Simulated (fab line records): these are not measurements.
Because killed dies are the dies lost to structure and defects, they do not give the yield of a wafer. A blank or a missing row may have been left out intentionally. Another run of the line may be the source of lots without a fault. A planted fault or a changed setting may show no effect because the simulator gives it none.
The tool behind it: which one? / flow sky130 / 15 lots with 45 wafers sampled at 6 steps, on a route of 708 steps

## WHAT THE GAUGES SHOWED, per wafer
SKY_VIA2_CD_MEAS_12: target cd 200 nm.
lot=L938; measured=day 36 05:35; on=cd sem-01; cd nm (nm)=200.9 200.8 202.0
lot=L939; measured=day 36 13:03; on=cd sem-01; cd nm (nm)=200.0 200.0 200.5
lot=L940; measured=day 37 00:27; on=cd sem-02; cd nm (nm)=199.7 200.7 200.3
lot=L943; measured=day 37 18:02; on=cd sem-01; cd nm (nm)=200.4 200.7 201.6
lot=L941; measured=day 37 18:59; on=cd sem-01; cd nm (nm)=199.5 200.5 200.1
lot=L947; measured=day 38 21:32; on=cd sem-02; cd nm (nm)=200.8 200.1 201.4
lot=L949; measured=day 39 17:11; on=cd sem-02; cd nm (nm)=200.9 201.4 200.7
lot=L950; measured=day 40 06:10; on=cd sem-02; cd nm (nm)=202.4 201.9 201.7
lot=L951; measured=day 40 06:53; on=cd sem-01; cd nm (nm)=200.1 200.8 200.8
lot=L952; measured=day 40 11:31; on=cd sem-01; cd nm (nm)=203.0 200.9 202.2
lot=L953; measured=day 40 18:02; on=cd sem-01; cd nm (nm)=201.3 200.9 200.8
lot=L957; measured=day 42 01:58; on=cd sem-01; cd nm (nm)=199.2 199.8 199.4
lot=L958; measured=day 42 03:26; on=cd sem-01; cd nm (nm)=199.8 198.3 199.7
lot=L959; measured=day 42 03:50; on=cd sem-01; cd nm (nm)=199.7 199.7 200.0
lot=L960; measured=day 42 11:20; on=cd sem-01; cd nm (nm)=200.7 199.8 199.3

SKY_VIA3_CD_MEAS_12: target cd 200 nm.
lot=L938; measured=day 39 14:38; on=cd sem-02; cd nm (nm)=201.8 202.4 201.5
lot=L939; measured=day 39 20:16; on=cd sem-01; cd nm (nm)=198.5 197.8 199.6
lot=L940; measured=day 40 07:47; on=cd sem-01; cd nm (nm)=199.8 199.9 201.3
lot=L943; measured=day 41 00:35; on=cd sem-01; cd nm (nm)=199.2 197.3 198.9
lot=L941; measured=day 41 01:43; on=cd sem-01; cd nm (nm)=200.4 200.0 201.5
lot=L947; measured=day 42 02:35; on=cd sem-01; cd nm (nm)=199.9 198.9 199.3
lot=L949; measured=day 42 21:22; on=cd sem-01; cd nm (nm)=198.7 199.0 199.4
lot=L950; measured=day 43 09:04; on=cd sem-02; cd nm (nm)=197.8 199.4 199.1
lot=L951; measured=day 43 09:28; on=cd sem-02; cd nm (nm)=200.1 200.1 199.5
lot=L952; measured=day 43 14:12; on=cd sem-02; cd nm (nm)=200.4 201.7 201.5
lot=L953; measured=day 43 20:26; on=cd sem-01; cd nm (nm)=200.9 201.8 202.3
lot=L957; measured=day 45 01:41; on=cd sem-02; cd nm (nm)=200.8 201.1 200.5
lot=L958; measured=day 45 04:40; on=cd sem-02; cd nm (nm)=201.0 199.5 201.0
lot=L959; measured=day 45 03:50; on=cd sem-02; cd nm (nm)=201.3 199.7 199.1
lot=L960; measured=day 45 11:01; on=cd sem-01; cd nm (nm)=199.2 198.5 198.6

SKY_CAP2M_RS_MEAS_03: the measuring method here is four-point-probe.
lot=L938; measured=day 39 16:44; on=film metro-01; CAP2M_TIN_RS (ohm/sq)=6.84 6.82 6.86
lot=L939; measured=day 39 22:09; on=film metro-03; CAP2M_TIN_RS (ohm/sq)=6.87 6.83 6.85
lot=L940; measured=day 40 09:41; on=film metro-01; CAP2M_TIN_RS (ohm/sq)=6.88 6.79 6.92
lot=L943; measured=day 41 02:27; on=film metro-01; CAP2M_TIN_RS (ohm/sq)=6.95 6.88 6.85
lot=L941; measured=day 41 03:36; on=film metro-03; CAP2M_TIN_RS (ohm/sq)=6.78 6.82 6.83
lot=L947; measured=day 42 04:55; on=film metro-01; CAP2M_TIN_RS (ohm/sq)=6.97 6.95 6.94
lot=L952; measured=day 43 16:37; on=film metro-03; CAP2M_TIN_RS (ohm/sq)=6.81 6.75 6.89
lot=L953; measured=day 43 22:20; on=film metro-01; CAP2M_TIN_RS (ohm/sq)=7.02 7.03 6.93
lot=L957; measured=day 45 03:35; on=film metro-02; CAP2M_TIN_RS (ohm/sq)=6.86 6.89 6.85
lot=L958; measured=day 45 06:34; on=film metro-03; CAP2M_TIN_RS (ohm/sq)=6.95 6.99 6.97
lot=L959; measured=day 45 05:42; on=film metro-03; CAP2M_TIN_RS (ohm/sq)=6.99 6.92 6.87
lot=L960; measured=day 45 12:53; on=film metro-02; CAP2M_TIN_RS (ohm/sq)=6.93 6.84 6.85

## WHAT TOOL EACH LOT RAN ON (gives the tool, then ch and the chambers of the sampled wafers, and finally the start)
lot=L938; SKY_VIA3_ETCH_14=rie diel-03 ch 0,1, day 39 14:48; SKY_VIA3_ETCH_15=rie diel-03 ch 0,1, day 39 14:50; SKY_VIA3_STRIP_16=plasma asher-01 ch 0,1, day 39 14:54
lot=L939; SKY_VIA3_ETCH_14=rie diel-01 ch 0,1,3, day 39 20:23; SKY_VIA3_ETCH_15=rie diel-01 ch 0,1,3, day 39 20:26; SKY_VIA3_STRIP_16=plasma asher-01 ch 0,1, day 39 20:30
lot=L940; SKY_VIA3_ETCH_14=rie diel-04 ch 0,1, day 40 07:54; SKY_VIA3_ETCH_15=rie diel-04 ch 0,1, day 40 07:56; SKY_VIA3_STRIP_16=plasma asher-04 ch 0,1, day 40 08:02
lot=L943; SKY_VIA3_ETCH_14=rie diel-01 ch 0,1,2, day 41 00:45; SKY_VIA3_ETCH_15=rie diel-01 ch 0,1,2, day 41 00:47; SKY_VIA3_STRIP_16=plasma asher-04 ch 0, day 41 00:51
lot=L941; SKY_VIA3_ETCH_14=rie diel-04 ch 0,1,3, day 41 01:52; SKY_VIA3_ETCH_15=rie diel-04 ch 0,1,3, day 41 01:54; SKY_VIA3_STRIP_16=plasma asher-01 ch 0,1, day 41 01:58
lot=L947; SKY_VIA3_ETCH_14=rie diel-01 ch 0,1,2, day 42 02:44; SKY_VIA3_ETCH_15=rie diel-01 ch 0,1,2, day 42 02:47; SKY_VIA3_STRIP_16=plasma asher-03 ch 0,1, day 42 02:51
lot=L949; SKY_VIA3_ETCH_14=rie diel-04 ch 1,2, day 42 21:31; SKY_VIA3_ETCH_15=rie diel-04 ch 1,2, day 42 21:33; SKY_VIA3_STRIP_16=plasma asher-01 ch 0,1, day 42 21:37
lot=L950; SKY_VIA3_ETCH_14=rie diel-04 ch 0,1, day 43 09:11; SKY_VIA3_ETCH_15=rie diel-04 ch 0,1, day 43 09:14; SKY_VIA3_STRIP_16=plasma asher-03 ch 1, day 43 09:18
lot=L951; SKY_VIA3_ETCH_14=rie diel-01 ch 0,2,3, day 43 09:36; SKY_VIA3_ETCH_15=rie diel-01 ch 0,2,3, day 43 09:38; SKY_VIA3_STRIP_16=plasma asher-03 ch 0,1, day 43 09:42
lot=L952; SKY_VIA3_ETCH_14=rie diel-04 ch 2,3, day 43 14:18; SKY_VIA3_ETCH_15=rie diel-04 ch 2,3, day 43 14:20; SKY_VIA3_STRIP_16=plasma asher-01 ch 0,1, day 43 14:26
lot=L953; SKY_VIA3_ETCH_14=rie diel-04 ch 0,2,3, day 43 20:35; SKY_VIA3_ETCH_15=rie diel-04 ch 0,2,3, day 43 20:38; SKY_VIA3_STRIP_16=plasma asher-01 ch 0,1, day 43 20:42
lot=L957; SKY_VIA3_ETCH_14=rie diel-04 ch 1,2, day 45 01:49; SKY_VIA3_ETCH_15=rie diel-04 ch 1,2, day 45 01:52; SKY_VIA3_STRIP_16=plasma asher-03 ch 0,1, day 45 01:55
lot=L958; SKY_VIA3_ETCH_14=rie diel-04 ch 0,2,3, day 45 04:47; SKY_VIA3_ETCH_15=rie diel-04 ch 0,2,3, day 45 04:50; SKY_VIA3_STRIP_16=plasma asher-03 ch 1, day 45 04:54
lot=L959; SKY_VIA3_ETCH_14=rie diel-03 ch 1,3, day 45 04:00; SKY_VIA3_ETCH_15=rie diel-03 ch 1,3, day 45 04:02; SKY_VIA3_STRIP_16=plasma asher-03 ch 0,1, day 45 04:06
lot=L960; SKY_VIA3_ETCH_14=rie diel-04 ch 0,1,3, day 45 11:10; SKY_VIA3_ETCH_15=rie diel-04 ch 0,1,3, day 45 11:13; SKY_VIA3_STRIP_16=plasma asher-03 ch 1, day 45 11:16
- SKY_VIA3_ETCH_14: etches BARC in N2/H2, stops on SiO2, time 45.9 s, target depth 60 nm.
- SKY_VIA3_ETCH_15: etches SiO2 in C4F8/O2/Ar, stops on TiN, target depth 507 nm, time 78 s.
- SKY_VIA3_STRIP_16: strips in O2/N2.

## WHAT THE TOOLS THEMSELVES READ (means of the sampled wafers that have a number; where no wafer has one, the mark that the record gives instead)
SKY_VIA3_ETCH_14.
lot=L938; tool=rie diel-03; bias w (W)=100.1; chamber pressure mTorr (mTorr)=30.004; drypump motor current A (A)=5.8; h2 flow sccm (sccm)=200.4; oes product au (a.u.)=0.850; throttle valve pct (%)=13.218
lot=L939; tool=rie diel-01; bias w (W)=100.3; chamber pressure mTorr (mTorr)=30.004; drypump motor current A (A)=5.9; h2 flow sccm (sccm)=199.8; oes product au (a.u.)=0.857; throttle valve pct (%)=13.226
lot=L940; tool=rie diel-04; bias w (W)=100.1; chamber pressure mTorr (mTorr)=30.009; drypump motor current A (A)=5.9; h2 flow sccm (sccm)=199.9; oes product au (a.u.)=0.857; throttle valve pct (%)=13.223
lot=L943; tool=rie diel-01; bias w (W)=100.0; chamber pressure mTorr (mTorr)=30.036; drypump motor current A (A)=5.9; h2 flow sccm (sccm)=200.3; oes product au (a.u.)=0.860; throttle valve pct (%)=13.232
lot=L941; tool=rie diel-04; bias w (W)=100.4; chamber pressure mTorr (mTorr)=30.009; drypump motor current A (A)=5.6; h2 flow sccm (sccm)=200.3; oes product au (a.u.)=0.857; throttle valve pct (%)=13.225
lot=L947; tool=rie diel-01; bias w (W)=100.3; chamber pressure mTorr (mTorr)=29.989; drypump motor current A (A)=5.9; h2 flow sccm (sccm)=199.8; oes product au (a.u.)=0.850; throttle valve pct (%)=13.228
lot=L949; tool=rie diel-04; bias w (W)=-; chamber pressure mTorr (mTorr)=-; drypump motor current A (A)=-; h2 flow sccm (sccm)=-; oes product au (a.u.)=-; throttle valve pct (%)=-
lot=L950; tool=rie diel-04; bias w (W)=-; chamber pressure mTorr (mTorr)=-; drypump motor current A (A)=-; h2 flow sccm (sccm)=-; oes product au (a.u.)=-; throttle valve pct (%)=-
lot=L951; tool=rie diel-01; bias w (W)=-; chamber pressure mTorr (mTorr)=-; drypump motor current A (A)=-; h2 flow sccm (sccm)=-; oes product au (a.u.)=-; throttle valve pct (%)=-
lot=L952; tool=rie diel-04; bias w (W)=100.1; chamber pressure mTorr (mTorr)=29.991; drypump motor current A (A)=5.8; h2 flow sccm (sccm)=200.1; oes product au (a.u.)=0.856; throttle valve pct (%)=13.221
lot=L953; tool=rie diel-04; bias w (W)=100.0; chamber pressure mTorr (mTorr)=29.994; drypump motor current A (A)=5.6; h2 flow sccm (sccm)=200.5; oes product au (a.u.)=0.852; throttle valve pct (%)=13.219
lot=L957; tool=rie diel-04; bias w (W)=100.1; chamber pressure mTorr (mTorr)=29.988; drypump motor current A (A)=6.3; h2 flow sccm (sccm)=199.7; oes product au (a.u.)=0.853; throttle valve pct (%)=13.218
lot=L958; tool=rie diel-04; bias w (W)=100.1; chamber pressure mTorr (mTorr)=29.999; drypump motor current A (A)=5.6; h2 flow sccm (sccm)=199.9; oes product au (a.u.)=0.854; throttle valve pct (%)=13.222
lot=L959; tool=rie diel-03; bias w (W)=99.9; chamber pressure mTorr (mTorr)=30.011; drypump motor current A (A)=6.0; h2 flow sccm (sccm)=199.7; oes product au (a.u.)=0.855; throttle valve pct (%)=13.232
lot=L960; tool=rie diel-04; bias w (W)=100.1; chamber pressure mTorr (mTorr)=30.006; drypump motor current A (A)=5.6; h2 flow sccm (sccm)=199.9; oes product au (a.u.)=0.850; throttle valve pct (%)=13.225

SKY_VIA3_ETCH_15.
lot=L938; tool=rie diel-03; bias w (W)=1198; chamber pressure mTorr (mTorr)=40.04; oes product au (a.u.)=0.948
lot=L939; tool=rie diel-01; bias w (W)=1200; chamber pressure mTorr (mTorr)=40.01; oes product au (a.u.)=0.941
lot=L940; tool=rie diel-04; bias w (W)=1199; chamber pressure mTorr (mTorr)=40.02; oes product au (a.u.)=0.948
lot=L943; tool=rie diel-01; bias w (W)=1201; chamber pressure mTorr (mTorr)=39.97; oes product au (a.u.)=0.942
lot=L941; tool=rie diel-04; bias w (W)=1201; chamber pressure mTorr (mTorr)=40.04; oes product au (a.u.)=0.946
lot=L947; tool=rie diel-01; bias w (W)=1199; chamber pressure mTorr (mTorr)=40.00; oes product au (a.u.)=0.948
lot=L949; tool=rie diel-04; bias w (W)=1198; chamber pressure mTorr (mTorr)=39.97; oes product au (a.u.)=0.375
lot=L950; tool=rie diel-04; bias w (W)=1198; chamber pressure mTorr (mTorr)=39.99; oes product au (a.u.)=0.374
lot=L951; tool=rie diel-01; bias w (W)=1197; chamber pressure mTorr (mTorr)=39.94; oes product au (a.u.)=0.378
lot=L952; tool=rie diel-04; bias w (W)=1201; chamber pressure mTorr (mTorr)=40.00; oes product au (a.u.)=0.943
lot=L953; tool=rie diel-04; bias w (W)=1199; chamber pressure mTorr (mTorr)=40.01; oes product au (a.u.)=0.949
lot=L957; tool=rie diel-04; bias w (W)=1203; chamber pressure mTorr (mTorr)=40.02; oes product au (a.u.)=0.945
lot=L958; tool=rie diel-04; bias w (W)=1201; chamber pressure mTorr (mTorr)=40.01; oes product au (a.u.)=0.948
lot=L959; tool=rie diel-03; bias w (W)=1199; chamber pressure mTorr (mTorr)=40.00; oes product au (a.u.)=0.947
lot=L960; tool=rie diel-04; bias w (W)=1200; chamber pressure mTorr (mTorr)=40.00; oes product au (a.u.)=0.942

SKY_VIA3_STRIP_16.
lot=L938; tool=plasma asher-01; drypump motor current A (A)=5.8; oes product au (a.u.)=0.400; strip time to endpoint s (s)=4.136
lot=L939; tool=plasma asher-01; drypump motor current A (A)=5.8; oes product au (a.u.)=0.400; strip time to endpoint s (s)=4.104
lot=L940; tool=plasma asher-04; drypump motor current A (A)=5.4; oes product au (a.u.)=0.400; strip time to endpoint s (s)=4.132
lot=L943; tool=plasma asher-04; drypump motor current A (A)=5.4; oes product au (a.u.)=0.399; strip time to endpoint s (s)=4.150
lot=L941; tool=plasma asher-01; drypump motor current A (A)=5.8; oes product au (a.u.)=0.408; strip time to endpoint s (s)=4.123
lot=L947; tool=plasma asher-03; drypump motor current A (A)=5.7; oes product au (a.u.)=0.400; strip time to endpoint s (s)=4.126
lot=L949; tool=plasma asher-01; drypump motor current A (A)=5.7; oes product au (a.u.)=0.427; strip time to endpoint s (s)=4.560
lot=L950; tool=plasma asher-03; drypump motor current A (A)=4.9; oes product au (a.u.)=0.418; strip time to endpoint s (s)=4.569
lot=L951; tool=plasma asher-03; drypump motor current A (A)=5.3; oes product au (a.u.)=0.422; strip time to endpoint s (s)=4.578
lot=L952; tool=plasma asher-01; drypump motor current A (A)=5.7; oes product au (a.u.)=0.402; strip time to endpoint s (s)=4.128
lot=L953; tool=plasma asher-01; drypump motor current A (A)=5.8; oes product au (a.u.)=0.400; strip time to endpoint s (s)=4.132
lot=L957; tool=plasma asher-03; drypump motor current A (A)=5.3; oes product au (a.u.)=0.407; strip time to endpoint s (s)=4.131
lot=L958; tool=plasma asher-03; drypump motor current A (A)=5.0; oes product au (a.u.)=0.403; strip time to endpoint s (s)=4.122
lot=L959; tool=plasma asher-03; drypump motor current A (A)=5.7; oes product au (a.u.)=0.399; strip time to endpoint s (s)=4.147
lot=L960; tool=plasma asher-03; drypump motor current A (A)=4.9; oes product au (a.u.)=0.404; strip time to endpoint s (s)=4.116

## THE ANSWER, worked out from the rows above alone
Rule: the lots themselves supply what counts as usual. Put in order of their means at a reading, lots are off if they are a third of the lots or fewer, leave a main group of 4 or more, and stand apart from it by a gap of 3 or more times the standard deviation of the main group's means; of several such gaps the widest counts. The tables above print the reading to a certain number of digits; a main group whose means all agree to those digits is not used. A lot without any number at a reading at which 4 lots or more have one is off too. Where the step has rows for the other lots, those lots are counted as sound. The gauges are gone through in route order, then the tools' own readings, and for those a lot's mean is taken as printed above. At the first step where some lot is off, the reading lying furthest off is the one used; lots without a number count as furthest.
Off: L949, L950, L951, at SKY_VIA3_ETCH_14 (bias w). Without a number there: L949, L950, L951. Mean 100.1 W and standard deviation 0.14 in the main group.
A tool fits if, at that step or a process step before it, it ran every lot that is off, and no sound lot after the first of them. Of those tried, none fits.

## WHAT THE SIMULATOR HAD PUT IN
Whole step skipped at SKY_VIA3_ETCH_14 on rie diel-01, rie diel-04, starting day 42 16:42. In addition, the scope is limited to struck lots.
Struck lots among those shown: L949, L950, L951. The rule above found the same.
